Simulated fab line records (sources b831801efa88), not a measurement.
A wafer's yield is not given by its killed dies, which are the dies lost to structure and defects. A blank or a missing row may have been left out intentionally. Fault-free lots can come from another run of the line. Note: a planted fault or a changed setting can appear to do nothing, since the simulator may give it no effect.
Struck lot and sound lot, side by side + flow sky130 + 35 out of 708 route steps
Sound: the wafers L212.1, L212.5, L212.6. Struck: wafers L220.2, L220.3, L220.4. At the end, the cause is stated.
Order at every step that has rows: each side's tool, ch and its chambers, its first start. Under that, the readings that differ: sound wafers + struck wafers + difference of the means + sigmas: that difference in standard deviations of wafers without a fault.
alike: same words and numbers on both sides, and readings whose means sit less than 2 such deviations apart. not compared: any withheld reading, any reading some wafer has no value for, any bound like >300 that may hide the same value, and any number with overlapping values for which the record gives no deviation.
Wherever a step has rows on one side only, a row that says differs or no value, or a row with sigmas, the two part there. Numbers that have no deviation but don't overlap get no sigmas and don't part them. A reading that every wafer of one side lacks parts them only if that side has two wafers or more.

SKY_SD_P_CD_MEAS_07: the cd target is 380 nm.
  sound on cd_sem-01 at day 25 22:51; struck on cd_sem-01 at day 29 09:46
  alike: cd_nm
SKY_SD_P_OVL_MEAS_08:
  sound on overlay-02 at day 25 22:58; struck on overlay-02 at day 29 09:53
  alike: SD_P_OVL
after that, 1 step had no rows for these wafers: SKY_SD_P_IMPLANT_09.
SKY_SD_P_STRIP_10: strips in O2/N2.
  sound on plasma_asher-02 ch 0,1, day 25 23:10; struck on plasma_asher-03 ch 0,1, day 29 10:04
  alike: drypump_motor_current_A, oes_product_au, strip_time_to_endpoint_s
  not compared: rf_hours_counter_h
SKY_SD_P_TW_MEAS_11:
  sound on film_metro-01 at day 25 23:16; struck on film_metro-03 at day 29 10:10
| reading | sound          | struck         | difference | sigmas |
|---------|----------------|----------------|------------|--------|
| SD_P_TW | 2769 2777 2791 | 2851 2865 2852 | +77        | +2     |
then, 7 steps without rows for these wafers: SKY_RES_XHIGH_DEHYDRATE_00 (time 60 s); SKY_RES_XHIGH_HMDS_01 (prime time 60 s); SKY_RES_XHIGH_COAT_02 (resist thk 1140 nm); SKY_RES_XHIGH_SOFTBAKE_03 (time 60 s); SKY_RES_XHIGH_EXPOSE_04 (exposes mask URPM, target cd 1270 nm); SKY_RES_XHIGH_PEB_05; SKY_RES_XHIGH_DEVELOP_06 (develop time 60 s).
SKY_RES_XHIGH_IMPLANT_07:
  sound on implanter-04 ch 0, day 27 06:14; struck on implanter-04 ch 0, day 30 14:16
  alike: tilt_deg
SKY_RES_XHIGH_STRIP_08: strips in O2/N2.
  sound on plasma_asher-04 ch 0,1, day 27 06:23; struck on plasma_asher-02 ch 0,1, day 30 14:24
  alike: drypump_motor_current_A, oes_product_au, strip_time_to_endpoint_s
  not compared: rf_hours_counter_h
SKY_RES_XHIGH_TW_MEAS_09:
  sound on film_metro-04 at day 27 06:29; struck on film_metro-01 at day 30 14:34
| reading      | sound          | struck         | difference | sigmas |
|--------------|----------------|----------------|------------|--------|
| RES_XHIGH_TW | 1659 1668 1665 | 1577 1578 1584 | -84        | -4     |
then, 7 steps without rows for these wafers: SKY_SD_N_DEHYDRATE_00 (time 60 s); SKY_SD_N_HMDS_01 (prime time 60 s); SKY_SD_N_COAT_02 (resist thk 1140 nm); SKY_SD_N_SOFTBAKE_03 (time 60 s); SKY_SD_N_EXPOSE_04 (exposes mask NSDM, target cd 380 nm); SKY_SD_N_PEB_05; SKY_SD_N_DEVELOP_06 (develop time 60 s).
SKY_SD_N_CD_MEAS_07: the cd target is 380 nm.
  sound on cd_sem-01 at day 28 11:35; struck on cd_sem-02 at day 31 18:34
  alike: cd_nm
SKY_SD_N_OVL_MEAS_08:
  sound on overlay-01 at day 28 11:42; struck on overlay-02 at day 31 18:40
  alike: SD_N_OVL
then, 2 steps without rows for these wafers: SKY_SD_N_IMPLANT_09; SKY_SD_N_IMPLANT_10.
SKY_SD_N_STRIP_11: strips in O2/N2.
  sound on plasma_asher-03 ch 0,1, day 28 12:02; struck on plasma_asher-03 ch 0,1, day 31 19:00
  alike: drypump_motor_current_A, oes_product_au, strip_time_to_endpoint_s
  not compared: rf_hours_counter_h
SKY_SD_N_TW_MEAS_12:
  sound on film_metro-04 at day 28 12:08; struck on film_metro-01 at day 31 19:07
  alike: SD_N_TW
then, 1 step without rows for these wafers: SKY_SD_N_CLEAN_13 (cleans in SC1/SC2, time 150 s).
SKY_SD_N_RTA_14: time 2 s.
  sound on rtp_anneal-02 ch 0, day 28 12:14; struck on rtp_anneal-02 ch 0, day 31 19:13
  alike: anneal_temp_c_max, lamp_power_pct, wafer_temp_C_max
SKY_SD_N_RS_MEAS_16: measures by four-point-probe.
  sound on film_metro-03 at day 28 12:25; struck on film_metro-03 at day 31 19:24
  alike: SD_N_RS
SKY_SD_N_RS_MEAS_17: measures by four-point-probe.
  sound on film_metro-03 at day 28 12:32; struck on film_metro-03 at day 31 19:31
  alike: SD_P_RS
SKY_SD_N_RS_MEAS_18: measures by four-point-probe.
  sound on film_metro-03 at day 28 12:40; struck on film_metro-03 at day 31 19:38
| reading               | sound             | struck            | difference | sigmas |
|-----------------------|-------------------|-------------------|------------|--------|
| RES_XHIGH_RS (ohm/sq) | 332.5 332.8 332.2 | 355.5 354.6 355.2 | +22.6      | +16    |
then, 1 step without rows for these wafers: SKY_SALICIDE_CLEAN_00 (cleans in HF-last, time 30 s).
-- the record jumps here: 17 days lie between the struck wafers' starts before and after (it left off in module SALICIDE and takes up again in module PAD_OPEN, whose first step shown is number 708 of the route) --
SKY_PAD_OPEN_PROBE_99:
  sound on prober-01 at day 46 12:13; struck on prober-01 at day 48 20:50
| reading                                            | sound                | struck          | difference | sigmas |
|----------------------------------------------------|----------------------|-----------------|------------|--------|
| killed_at_M4_up                                    | 6 6 8                | 2 1 2           | -5         | -3     |
| model.etest.res_xhigh_po.rs_ohm_sq_range           | 55.73 46.21 66.75    | 1508 1533 1502  | +1458      |        |
| model.etest.res_xhigh_po.rs_ohm_sq_rim_less_centre | -44.74 -37.72 -61.53 | 351.7 334.8 330 | +386.8     |        |
  alike: killed_at_M0_to_M3, killed_at_contacts, killed_at_front_end, killed_at_other, killed_dies, killed_open, killed_short

== WHERE THEY PART ==
First at SKY_SD_P_TW_MEAS_11; last, within this record, at SKY_PAD_OPEN_PROBE_99.

WHY: the cause the simulator had injected
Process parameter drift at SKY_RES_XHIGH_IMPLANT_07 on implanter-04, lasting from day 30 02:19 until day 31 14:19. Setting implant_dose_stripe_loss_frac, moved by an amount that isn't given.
